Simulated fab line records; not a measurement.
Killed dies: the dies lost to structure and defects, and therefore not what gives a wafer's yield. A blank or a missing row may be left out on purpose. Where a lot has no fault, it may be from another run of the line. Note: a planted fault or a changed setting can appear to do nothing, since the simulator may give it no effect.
Comparing a struck lot with a sound one + flow gf180mcu + 16 out of 602 route steps
Sound: these wafers, L179.2, L179.3, L179.5. Struck: wafer L175.3 (left out: L175.5, L175.6 of the same lot, which were not struck); the cause appears at the end.
Each step with rows lists, per side, the tool, then ch with its chambers, then its first start. Under that, the readings that differ: sound wafers + struck wafers + difference of the means + sigmas: that difference in standard deviations of wafers without a fault.
alike: a reading whose means differ by less than 2 such deviations, as well as words and numbers matching on both sides. not compared: withheld readings; readings where some wafer has no value; bounds like >300 that might hide an equal value; numbers whose values overlap and for which the record gives no deviation.
A row with sigmas, a row that says differs or no value, or rows on one side alone: a step with any of these is where the two part. When numbers do not overlap yet have no deviation, they are printed without sigmas and do not part them. A reading that every wafer of one side lacks parts them only if that side has two wafers or more.

first, 4 steps without rows for these wafers: GF_DNWELL_EXPOSE_04 (exposes mask DNWELL, target cd 1700 nm); GF_DNWELL_PEB_05; GF_DNWELL_DEVELOP_06 (develop time 60 s); GF_DNWELL_IMPLANT_07.
GF_DNWELL_STRIP_08: strips in O2/N2.
  sound on plasmaAsher-02 ch 0,1, day 6 02:49; struck on plasmaAsher-03 ch 0, day 5 06:14
| reading          | sound       | struck | difference | sigmas |
|------------------|-------------|--------|------------|--------|
| heaterPowerW (W) | 313 325 328 | 284    | -38        | -2     |
  alike: drypumpMotorCurrentA, oesProductAu, stripTimeToEndpointS
  not compared: rfHoursCounterH
GF_DNWELL_TW_MEAS_09:
  struck on filmMetro-02, day 5 06:20; sound on filmMetro-01, day 6 02:56
| reading   | sound          | struck | difference | sigmas |
|-----------|----------------|--------|------------|--------|
| DNWELL_TW | 1372 1366 1371 | 1343   | -27        | -2     |
then, 6 steps without rows for these wafers: GF_NWELL_DEHYDRATE_00 (time 60 s); GF_NWELL_HMDS_01 (prime time 60 s); GF_NWELL_COAT_02 (resist thk 3000 nm); GF_NWELL_SOFTBAKE_03; GF_NWELL_EXPOSE_04 (exposes mask Nwell, target cd 860 nm); GF_NWELL_PEB_05.
GF_NWELL_DEVELOP_06: develop time 60 s.
  sound on lithoTrack-04 ch 0, day 6 17:00; struck on lithoTrack-03 ch 0, day 5 21:00
  alike: resistLineTempC
GF_NWELL_OVL_MEAS_07:
  struck on overlay-01, day 5 22:01; sound on overlay-01, day 6 17:44
  not compared: NWELL_OVL
after that, 1 step had no rows for these wafers: GF_NWELL_IMPLANT_08.
-- the record jumps here: 26 days lie between the struck wafers' starts before and after (it left off in module NWELL and takes up again in module PASSIVATION, whose first step shown is number 602 of the route) --
GF_PASSIVATION_PROBE_99:
  only the struck wafers here have rows in the record (prober-01, day 32 06:24); the sound ones have none

== WHERE THEY PART ==
Earliest at GF_DNWELL_STRIP_08; latest, in this record, at GF_PASSIVATION_PROBE_99.

WHY: what had been put in by the simulator
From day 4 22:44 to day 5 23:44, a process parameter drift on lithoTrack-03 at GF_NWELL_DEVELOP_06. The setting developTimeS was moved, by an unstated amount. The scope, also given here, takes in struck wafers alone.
